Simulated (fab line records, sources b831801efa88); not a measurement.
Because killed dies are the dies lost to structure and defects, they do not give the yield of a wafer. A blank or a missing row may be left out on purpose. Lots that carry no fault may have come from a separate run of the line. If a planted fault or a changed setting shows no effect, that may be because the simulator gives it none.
Which tool did it? ; flow gf180mcu ; 11 lots with 33 wafers sampled at 3 steps, on a route of 602 steps

WHAT EACH GAUGE READ, for each wafer
GF_M2_THK_MEAS_06: measures by xrf. Usual: M2_ALCU_THK typically reads 457 nm, with standard deviation 7.5.
lot;measured;on;M2_ALCU_THK (nm);flag
L433;day 18 23:16;film_metro-02;456 467 465;
L434;day 19 16:40;film_metro-03;455 465 451;
L436;day 20 00:50;film_metro-03;448 448 452;
L443;day 22 14:58;film_metro-02;456 461 451;
L449;day 24 06:55;film_metro-03;465 462 471;
L450;day 24 14:57;film_metro-03;463 464 469;
L452;day 25 01:09;film_metro-03;479 475 470;
L451;day 25 05:31;film_metro-03;455 453 454;
L453;day 25 07:44;film_metro-01;447 446 449;
L454;day 25 17:28;film_metro-03;459 458 464;
L455;day 25 20:34;film_metro-03;462 464 465;

EACH LOT AND THE TOOL THAT RAN IT (in order: tool; ch and the chambers of the sampled wafers; start)
lot;GF_V1_STRIP_18;GF_M2_SPUTTER_01
L433;plasma_asher-03 ch 0,1, day 18 21:41;pvd_sputter-04, day 18 23:01
L434;plasma_asher-01 ch 0,1, day 19 15:04;pvd_sputter-04, day 19 16:25
L436;plasma_asher-01 ch 0, day 19 23:10;pvd_sputter-01, day 20 00:35
L443;plasma_asher-02 ch 0,1, day 22 13:23;pvd_sputter-04, day 22 14:44
L449;plasma_asher-02 ch 0,1, day 24 05:19;pvd_sputter-01, day 24 06:40
L450;plasma_asher-01 ch 0,1, day 24 13:24;pvd_sputter-01, day 24 14:41
L452;plasma_asher-02 ch 0,1, day 24 23:32;pvd_sputter-04, day 25 00:54
L451;plasma_asher-03 ch 0,1, day 25 03:58;pvd_sputter-03, day 25 05:16
L453;plasma_asher-01 ch 0,1, day 25 06:07;pvd_sputter-03, day 25 07:27
L454;plasma_asher-03 ch 0,1, day 25 15:53;pvd_sputter-03, day 25 17:13
L455;plasma_asher-01 ch 0,1, day 25 18:58;pvd_sputter-03, day 25 20:19
- GF_V1_STRIP_18: strips in O2/N2.
- GF_M2_SPUTTER_01: material TiN, target thk 30 nm, time 25 s.

WHAT THE TOOLS THEMSELVES READ (means of the sampled wafers that have a number; where no wafer has one, the mark that the record gives instead)
GF_V1_STRIP_18. Usual: drypump_motor_current_A 5.6 A, standard deviation 0.3; heater_power_w 326 W, standard deviation 27; oes_product_au 0.592 a.u., standard deviation 0.0048.
lot;tool;drypump_motor_current_A (A);heater_power_w (W);oes_product_au (a.u.);flag
L433;plasma_asher-03;5.9;311;0.593;
L434;plasma_asher-01;5.4;305;0.590;
L436;plasma_asher-01;5.6;307;0.590;
L443;plasma_asher-02;5.6;369;0.586;
L449;plasma_asher-02;5.6;361;0.595;
L450;plasma_asher-01;5.5;306;0.589;
L452;plasma_asher-02;5.6;362;0.595;
L451;plasma_asher-03;6.2;319;0.596;
L453;plasma_asher-01;5.5;308;0.594;
L454;plasma_asher-03;6.2;318;0.590;
L455;plasma_asher-01;5.4;310;0.597;

GF_M2_SPUTTER_01. Usual: chamber_pressure_pa 0.3999 Pa, standard deviation 0.00083; throttle_valve_pct 29.7 %, standard deviation 1.4.
lot;tool;chamber_pressure_pa (Pa);throttle_valve_pct (%);flag
L433;pvd_sputter-04;0.3996;29.9;
L434;pvd_sputter-04;0.4002;30.0;
L436;pvd_sputter-01;0.4013;30.5;
L443;pvd_sputter-04;0.4001;29.4;
L449;pvd_sputter-01;0.3997;29.7;
L450;pvd_sputter-01;0.3999;29.7;
L452;pvd_sputter-04;0.4001;29.0;
L451;pvd_sputter-03;0.3994;29.5;
L453;pvd_sputter-03;0.3999;29.8;
L454;pvd_sputter-03;0.4004;30.0;
L455;pvd_sputter-03;0.4000;29.4;

THE ANSWER, worked out from the rows above alone
Rule: lot off if the mean of its wafers having a number is beyond 3 standard deviations from the usual mean. Also off: a lot with no number at a reading for which 4 or more lots have one. Any other lot the step has rows for is counted as sound. After the gauges, taken in route order, come the tools' own readings; for these a lot's mean is taken, as printed above. The first step at which some lot is off is used, and at that step the reading that is off furthest; a lot without a number counts as furthest.
No lot is off on any of the readings shown, so nothing can be concluded from this.

WHAT THE SIMULATOR HAD INSERTED
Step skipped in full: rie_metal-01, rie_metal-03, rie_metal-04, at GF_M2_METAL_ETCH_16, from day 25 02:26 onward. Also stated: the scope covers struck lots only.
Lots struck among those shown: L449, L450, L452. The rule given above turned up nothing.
